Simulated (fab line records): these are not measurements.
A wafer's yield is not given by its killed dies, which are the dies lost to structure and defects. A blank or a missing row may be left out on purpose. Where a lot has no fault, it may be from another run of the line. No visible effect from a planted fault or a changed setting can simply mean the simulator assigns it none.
A struck lot beside a sound one    flow sky130    21 out of 708 route steps
Sound: the wafers L590.3, L590.5, L590.6. Wafers L605.3, L605.5, L605.6 were the ones struck. The cause is named last.
Each step with rows lists, per side, the tool, then ch with its chambers, then its first start. Under that, the readings that differ: sound wafers    struck wafers    difference of the means    sigmas: that difference in standard deviations of wafers without a fault.
alike: a reading whose means differ by less than 2 such deviations, as well as words and numbers matching on both sides. not compared: withheld readings; readings where some wafer has no value; bounds like >300 that might hide an equal value; numbers whose values overlap and for which the record gives no deviation.
A row with sigmas, a row that says differs or no value, or rows on one side alone: a step with any of these is where the two part. When numbers do not overlap yet have no deviation, they are printed without sigmas and do not part them. A reading that every wafer of one side lacks parts them only if that side has two wafers or more.

first, 1 step without rows for these wafers: SKY_RES_XHIGH_IMPLANT_07.
SKY_RES_XHIGH_STRIP_08: strips in O2/N2.
  sound on plasma_asher-02 ch 0,1, day 27 16:02; struck on plasma_asher-04 ch 0,1, day 32 15:42
  alike: drypump_motor_current_A, oes_product_au, strip_time_to_endpoint_s
  not compared: rf_hours_counter_h
SKY_RES_XHIGH_TW_MEAS_09:
  struck on film_metro-04, day 32 15:47; sound on film_metro-04, day 27 16:07
  alike: RES_XHIGH_TW
then, 7 steps without rows for these wafers: SKY_SD_N_DEHYDRATE_00 (time 60 s); SKY_SD_N_HMDS_01 (prime time 60 s); SKY_SD_N_COAT_02 (resist thk 1140 nm); SKY_SD_N_SOFTBAKE_03 (time 60 s); SKY_SD_N_EXPOSE_04 (exposes mask NSDM, target cd 380 nm); SKY_SD_N_PEB_05; SKY_SD_N_DEVELOP_06 (develop time 60 s).
SKY_SD_N_CD_MEAS_07 targets a cd of 380 nm.
  struck on cd_sem-01, day 33 17:50; sound on cd_sem-02, day 28 20:01
  alike: cd_nm
SKY_SD_N_OVL_MEAS_08:
  struck on overlay-01, day 33 17:56; sound on overlay-02, day 28 20:07
  alike: SD_N_OVL
SKY_SD_N_IMPLANT_09:
  sound on implanter-03 ch 0, day 28 20:11; struck on implanter-02 ch 0, day 33 18:01
reading                    sound                 struck                difference  sigmas
beam_energy_keV            50.007 50.019 49.999  35.940 35.992 35.942  -14.050     -99 or more
model.implant.rp_nm (nm)   32.43 32.43 32.43     24.6 24.6 24.6        -7.8        
model.implant.drp_nm (nm)  14.11 14.11 14.11     11.04 11.04 11.04     -3.07       
then, 1 step without rows for these wafers: SKY_SD_N_IMPLANT_10.
SKY_SD_N_STRIP_11: strips in O2/N2.
  sound on plasma_asher-03 ch 0,1, day 28 20:28; struck on plasma_asher-02 ch 0,1, day 33 18:17
reading                       sound              struck             difference  sigmas
oes_product_au (a.u.)         0.523 0.526 0.527  0.562 0.558 0.570  +0.038      +8
strip_time_to_endpoint_s (s)  22.52 22.56 22.55  20.47 20.48 20.49  -2.06       -41
  alike: drypump_motor_current_A
  not compared: rf_hours_counter_h
SKY_SD_N_TW_MEAS_12:
  struck on film_metro-02, day 33 18:23; sound on film_metro-04, day 28 20:33
reading  sound           struck          difference  sigmas
SD_N_TW  3990 3989 3946  3642 3646 3649  -329        -14
then, 1 step without rows for these wafers: SKY_SD_N_CLEAN_13 (cleans in SC1/SC2, time 150 s).
SKY_SD_N_RTA_14: time 2 s.
  sound on rtp_anneal-01 ch 0, day 28 20:40; struck on rtp_anneal-02 ch 0, day 33 18:29
  alike: lamp_power_pct, wafer_temp_C_max
SKY_SD_N_RS_MEAS_16: the measuring method here is four-point-probe.
  struck on film_metro-04, day 33 18:41; sound on film_metro-01, day 28 20:52
reading           sound              struck             difference  sigmas
SD_N_RS (ohm/sq)  68.39 68.25 68.46  80.01 80.12 80.04  +11.69      +84
SKY_SD_N_RS_MEAS_17: the measuring method here is four-point-probe.
  struck on film_metro-04, day 33 18:49; sound on film_metro-01, day 28 20:59
reading           sound              struck             difference  sigmas
SD_P_RS (ohm/sq)  145.8 146.2 146.3  147.4 146.9 147.3  +1.1        +3
-- the record jumps here: 16 days lie between the struck wafers' starts before and after (it left off in module SD_N and takes up again in module PAD_OPEN, whose first step shown is number 708 of the route) --
SKY_PAD_OPEN_PROBE_99:
  struck on prober-02, day 49 22:41; sound on prober-01, day 46 07:58
reading                                  sound              struck             difference  sigmas
killed_at_other                          2 3 2              1 1 0              -2          -3
model.etest.res_ndiff.line_ohm_um        779.4 764.2 762.6  865.4 878.8 872.2  +103.4      
model.etest.sonos_uncharged.r_on_ohm_um  808.6 784.1 805.8  846.6 853.1 850.4  +50.5       
model.etest.res_ndiff.rs_ohm_sq          119.8 118.6 118.7  137.1 137.7 136.9  +18.2       
model.etest.res_ndiff_hv.rs_ohm_sq       113.2 113.5 113    130.3 129.4 130.1  +16.7       
  alike: killed_at_M0_to_M3, killed_at_M4_up, killed_at_contacts, killed_at_front_end, killed_dies, killed_open, killed_short

WHERE THEY PART
Earliest at SKY_SD_N_IMPLANT_09; latest, in this record, at SKY_PAD_OPEN_PROBE_99.

WHY: the cause the simulator had injected
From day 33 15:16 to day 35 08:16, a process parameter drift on implanter-02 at SKY_SD_N_IMPLANT_09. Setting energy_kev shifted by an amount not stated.
